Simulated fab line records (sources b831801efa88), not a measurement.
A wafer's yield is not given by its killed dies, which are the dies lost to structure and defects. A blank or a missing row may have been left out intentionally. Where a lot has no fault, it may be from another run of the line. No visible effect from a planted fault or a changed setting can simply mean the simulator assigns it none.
Which tool was responsible? -- flow gf180mcu -- 36 wafers from 12 lots sampled at 4 of the route's 602 steps

WHAT THE GAUGES READ, wafer by wafer
GF_VT_IMPLANT_OVL_MEAS_18. Usual: VT_IMPLANT_01_OVL typically reads -0.3 nm, with standard deviation 1.6.
lot,measured,on,VT_IMPLANT_01_OVL (nm),flag
L891,day 6 05:53,overlay-02,0.5 -0.5 -2.8,
L892,day 6 12:50,overlay-01,3.3 2.1 2.0,
L893,day 6 19:51,overlay-02,-4.0 -0.8 -2.6,
L894,day 6 22:20,overlay-02,-1.1 -0.2 0.7,
L895,day 7 08:56,overlay-01,-0.1 -1.0 -1.0,
L897,day 7 17:59,overlay-02,0.3 -2.3 -0.4,
L899,day 8 10:50,overlay-01,-2.4 -1.7 -2.3,
L902,day 9 04:34,overlay-02,-2.0 -2.5 -2.0,
L907,day 10 11:14,overlay-01,-1.6 -2.5 -0.3,
L911,day 11 13:23,overlay-02,0.5 -0.2 1.5,
L912,day 11 19:58,overlay-01,-0.5 -1.3 0.5,
L913,day 12 07:25,overlay-01,-1.3 -0.9 -2.5,

GF_HV_LDD_CD_MEAS_07: the cd target is 400 nm. Usual: cd-nm at 400.0 nm, with a standard deviation of 2.5.
lot,measured,on,cd-nm (nm),flag
L891,day 10 00:11,cd-sem-01,397.0 398.6 398.9,
L892,day 10 07:05,cd-sem-02,400.8 399.8 399.2,
L893,day 10 15:38,cd-sem-01,401.4 402.5 401.3,
L894,day 10 18:38,cd-sem-01,400.0 401.6 400.6,
L895,day 11 06:43,cd-sem-02,400.3 399.2 398.2,
L897,day 11 17:40,cd-sem-01,397.5 400.1 398.7,
L899,day 12 14:01,cd-sem-01,401.3 400.3 397.9,
L902,day 13 09:41,cd-sem-01,398.4 399.0 397.6,
L907,day 14 20:08,cd-sem-02,400.6 399.6 398.9,
L911,day 16 04:06,cd-sem-02,407.9 407.9 408.1,OFF
L912,day 16 10:14,cd-sem-02,411.7 411.7 411.0,OFF
L913,day 17 02:08,cd-sem-02,399.9 401.0 397.9,

WHICH TOOL RAN EACH LOT (tool, then ch and the chambers of the sampled wafers, then the start)
lot,GF_VT_IMPLANT_STRIP_42,GF_HV_LDD_DEVELOP_06
L891,"plasma-asher-04 ch 0,1, day 7 13:17","litho-track-04 ch 0, day 10 00:02"
L892,"plasma-asher-03 ch 0,1, day 7 20:43","litho-track-04 ch 0, day 10 06:56"
L893,"plasma-asher-02 ch 0,1, day 8 04:06","litho-track-04 ch 0, day 10 15:29"
L894,"plasma-asher-04 ch 0,1, day 8 06:10","litho-track-02 ch 0, day 10 18:30"
L895,"plasma-asher-03 ch 0,1, day 8 17:27","litho-track-02 ch 0, day 11 06:34"
L897,"plasma-asher-02 ch 0,1, day 9 03:22","litho-track-04 ch 0, day 11 17:31"
L899,"plasma-asher-04 ch 0,1, day 9 21:28","litho-track-02 ch 0, day 12 13:52"
L902,"plasma-asher-03 ch 0,1, day 10 15:07","litho-track-03 ch 0, day 13 09:32"
L907,"plasma-asher-04 ch 0,1, day 12 00:10","litho-track-04 ch 0, day 14 19:59"
L911,"plasma-asher-03 ch 0,1, day 13 05:04","litho-track-04 ch 0, day 16 03:58"
L912,"plasma-asher-03 ch 0,1, day 13 10:31","litho-track-04 ch 0, day 16 10:05"
L913,"plasma-asher-03 ch 0,1, day 13 23:34","litho-track-03 ch 0, day 17 01:59"
- GF_VT_IMPLANT_STRIP_42: strips in O2/N2.
- GF_HV_LDD_DEVELOP_06: develop time 60 s.

AS READ BY THE TOOLS THEMSELVES (means over the sampled wafers that have a number; for cases with no such wafer, the mark the record gives instead)
GF_VT_IMPLANT_STRIP_42. Usual: drypump-motor-current-A 5.8 A, standard deviation 0.4; heater-power-w 354 W, standard deviation 39; n2-flow-sccm 299.9 sccm, standard deviation 0.95; oes-product-au 0.716 a.u., standard deviation 0.005; strip-time-to-endpoint-s 12.64 s, standard deviation 0.036.
lot,tool,drypump-motor-current-A (A),heater-power-w (W),n2-flow-sccm (sccm),oes-product-au (a.u.),strip-time-to-endpoint-s (s),flag
L891,plasma-asher-04,5.4,411,299.6,0.714,12.66,
L892,plasma-asher-03,5.9,325,301.2,0.717,12.57,
L893,plasma-asher-02,5.7,325,299.9,0.712,12.60,
L894,plasma-asher-04,5.5,401,300.1,0.712,12.61,
L895,plasma-asher-03,6.1,337,299.5,0.718,12.64,
L897,plasma-asher-02,5.7,327,300.0,0.717,12.61,
L899,plasma-asher-04,5.5,396,300.5,0.714,12.65,
L902,plasma-asher-03,6.1,338,299.8,0.717,12.64,
L907,plasma-asher-04,5.5,389,300.4,0.720,12.68,
L911,plasma-asher-03,6.1,335,298.8,0.710,12.60,
L912,plasma-asher-03,5.9,319,299.3,0.716,12.63,
L913,plasma-asher-03,5.9,322,300.7,0.718,12.60,

GF_HV_LDD_DEVELOP_06. Usual: developer-temp-C at 22.99 C, with a standard deviation of 0.11.
lot,tool,developer-temp-C (C),flag
L891,litho-track-04,22.86,
L892,litho-track-04,22.98,
L893,litho-track-04,22.98,
L894,litho-track-02,22.92,
L895,litho-track-02,22.93,
L897,litho-track-04,23.03,
L899,litho-track-02,23.08,
L902,litho-track-03,23.00,
L907,litho-track-04,22.96,
L911,litho-track-04,20.67,OFF
L912,litho-track-04,20.70,OFF
L913,litho-track-03,23.04,

THE ANSWER, worked out from the rows above alone
Rule: take the mean of a lot's wafers that have a number; if it is more than 3 standard deviations from the usual mean, the lot is off. Also off: a lot with no number at a reading for which 4 or more lots have one. Where the step has rows for the other lots, those lots are counted as sound. After the gauges, taken in route order, come the tools' own readings; for these a lot's mean is taken, as printed above. The first step at which some lot is off is used, and at that step the reading that is off furthest; a lot without a number counts as furthest.
Off: L911, L912 (GF_HV_LDD_CD_MEAS_07, cd-nm).
A tool fits if, at a process step before that reading, it ran every lot that is off, and no sound lot after the first of them. Not tried: the gauges at GF_HV_LDD_CD_MEAS_07; whatever is off there is also off at GF_HV_LDD_DEVELOP_06, on other tools, and gauge error can't account for it. One fits: GF_HV_LDD_DEVELOP_06 on litho-track-04. Its last sound lot is L907 (day 14 19:59), its first lot that is off L911 (day 16 03:58): a fault that began between those two fits.
On the lots that are off, the tool's own readings at GF_HV_LDD_DEVELOP_06 differ by more than 5 times the standard deviation of the sound lots' means, which bears it out; developer-temp-C reads 20.69 C there versus 22.98 C on the sound lots.

WHAT WAS PUT IN BY THE SIMULATOR
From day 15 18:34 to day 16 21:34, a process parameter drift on litho-track-04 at GF_HV_LDD_DEVELOP_06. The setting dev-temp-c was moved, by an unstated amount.
Struck lots among those shown: L911, L912. The same result came from the rule above.
